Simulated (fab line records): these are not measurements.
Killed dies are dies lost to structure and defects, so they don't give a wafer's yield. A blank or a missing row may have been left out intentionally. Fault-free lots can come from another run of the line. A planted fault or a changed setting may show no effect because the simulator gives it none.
Matching of chambers | flow gf180mcu | 4 sister chambers for GF_STI_ETCH_14 on rieSi-01
The step etches Si in HBr/Cl2/O2, target depth 360 nm, time 102.9 s. 27 wafers are shown with their chamber, then 12 later ones without.

## WAFERS WITH THEIR CHAMBER
wafer  | chamber | drypumpMotorCurrentA (A) | oesProductAu (a.u.) | throttleValvePct (%)
L075.3 | 3       | 5.7                      | 0.998               | 25.651
L075.4 | 2       | 6.0                      | 0.993               | 25.654
L075.5 | 1       | 5.7                      | 1.000               | 25.654
L076.2 | 3       | 5.8                      | 0.997               | 25.680
L076.5 | 3       | 5.7                      | 1.002               | 25.651
L076.6 | 2       | 6.0                      | 0.996               | 25.652
L077.1 | 1       | 5.7                      | 1.000               | 25.645
L077.2 | 3       | 5.8                      | 0.996               | 25.665
L077.6 | 0       | 5.1                      | 0.993               | 25.673
L079.2 | 1       | 5.8                      | 1.005               | 25.664
L079.5 | 1       | 5.8                      | 1.007               | 25.646
L079.6 | 0       | 5.1                      | 1.018               | 25.661
L083.1 | 3       | 5.7                      | 1.000               | 25.654
L083.2 | 2       | 6.0                      | 1.008               | 25.648
L083.4 | 0       | 5.2                      | 1.003               | 25.658
L084.1 | 1       | 5.8                      | 0.986               | 25.651
L084.3 | 3       | 5.8                      | 0.996               | 25.653
L084.6 | 2       | 6.1                      | 0.998               | 25.659
L085.3 | 2       | 6.1                      | 0.993               | 25.653
L085.4 | 3       | 5.8                      | 0.991               | 25.652
L085.5 | 0       | 5.1                      | 1.007               | 25.669
L088.1 | 1       | 5.7                      | 1.004               | 25.661
L088.2 | 2       | 6.0                      | 1.012               | 25.644
L088.6 | 0       | 5.2                      | 1.009               | 25.647
L089.3 | 2       | 6.0                      | 1.007               | 25.666
L089.4 | 3       | 5.7                      | 0.998               | 25.657
L089.5 | 1       | 5.7                      | 1.009               | 25.650

SIGNATURES (means of the wafers above)
reading              | chamber 0 | chamber 1 | chamber 2 | chamber 3 | scatter within a chamber
drypumpMotorCurrentA | 5.140     | 5.743     | 6.029     | 5.750     | 0.0525
oesProductAu         | 1.00600   | 1.00157   | 1.00100   | 0.99725   | 0.00699
throttleValvePct     | 25.66160  | 25.65300  | 25.65371  | 25.65788  | 0.0087
Rule: a wafer's distance from a chamber is the root of the sum, over the readings, of the square of ((its reading less the chamber's mean) divided by the reading's scatter). If the next closest chamber is less than 2 further off than the closest, the wafer can't be placed; otherwise it belongs to the closest. How the scatter is found: for the shown wafers, subtract from each reading the mean of its chamber, square and add these, divide the total by (wafers less chambers), then take the root.

## WAFERS WITH NO CHAMBER GIVEN
wafer  | drypumpMotorCurrentA (A) | oesProductAu (a.u.) | throttleValvePct (%)
L090.1 | 5.7                      | 1.010               | 25.658
L090.3 | 6.1                      | 1.002               | 25.659
L090.6 | 5.1                      | 1.004               | 25.644
L091.1 | 5.8                      | 0.999               | 25.645
L091.2 | 6.1                      | 0.995               | 25.668
L091.5 | 5.2                      | 1.002               | 25.665
L096.2 | 6.0                      | 1.000               | 25.653
L096.3 | 5.7                      | 1.009               | 25.636
L096.6 | 5.7                      | 0.999               | 25.662
L097.2 | 6.0                      | 0.992               | 25.655
L097.5 | 5.7                      | 1.004               | 25.642
L097.6 | 5.2                      | 1.001               | 25.660

## WHICH CHAMBER EACH WENT THROUGH
wafer  | from the rows above     | in truth
L090.1 | can't be placed: 1 or 3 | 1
L090.3 | 2                       | 2
L090.6 | 0                       | 0
L091.1 | can't be placed: 1 or 3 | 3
L091.2 | 2                       | 2
L091.5 | 0                       | 0
L096.2 | 2                       | 2
L096.3 | can't be placed: 1 or 3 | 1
L096.6 | can't be placed: 3 or 1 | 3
L097.2 | 2                       | 2
L097.5 | can't be placed: 1 or 3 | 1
L097.6 | 0                       | 0
Correct placement for 7 of the 12. Unplaceable from these rows: 5, with the true chamber sitting among the candidates in 5. Number placed wrongly: 0.
